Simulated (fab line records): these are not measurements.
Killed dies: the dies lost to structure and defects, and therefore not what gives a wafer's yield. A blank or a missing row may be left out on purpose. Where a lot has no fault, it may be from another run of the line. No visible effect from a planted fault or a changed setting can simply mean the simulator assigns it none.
The tool behind it: which one? -- flow sfq_line -- 19 wafers sampled from 7 lots at 1 step of a route of 325

== WHAT THE GAUGES SHOWED, per wafer ==
SFQ_R5_OVL_MEAS_935.
lot,measured,on,R5_OVL (nm)
L220,day 52 02:48,overlay-02,9 2 12
L223,day 53 05:12,overlay-01,6 5 9
L225,day 53 19:09,overlay-02,5 0 5
L227,day 54 03:34,overlay-02,-2 -4
L229,day 54 16:34,overlay-01,-1 -1
L238,day 57 15:52,overlay-01,4 5 3
L241,day 58 02:40,overlay-02,-2 3 0

== WHAT TOOL EACH LOT RAN ON (gives the tool, then ch and the chambers of the sampled wafers, and finally the start) ==
The record shows no process step preceding these readings.

== THE ANSWER, worked out from the rows above alone ==
Rule: the lots themselves supply what counts as usual. The widest of any qualifying gaps counts: lots, ordered by their means at a reading, are off when they make up no more than a third of the lots, leave a main group of 4 or more, and stand apart from it by 3 or more times the standard deviation of that group's means. A main group is skipped when, at the precision printed for the reading in the tables above, its means are all equal. Also off: a lot with no number at a reading for which 4 or more lots have one. All remaining lots with rows at the step are treated as sound.
Nothing can be told from this: no lot is off at any reading shown.

== WHAT WAS PUT IN BY THE SIMULATOR ==
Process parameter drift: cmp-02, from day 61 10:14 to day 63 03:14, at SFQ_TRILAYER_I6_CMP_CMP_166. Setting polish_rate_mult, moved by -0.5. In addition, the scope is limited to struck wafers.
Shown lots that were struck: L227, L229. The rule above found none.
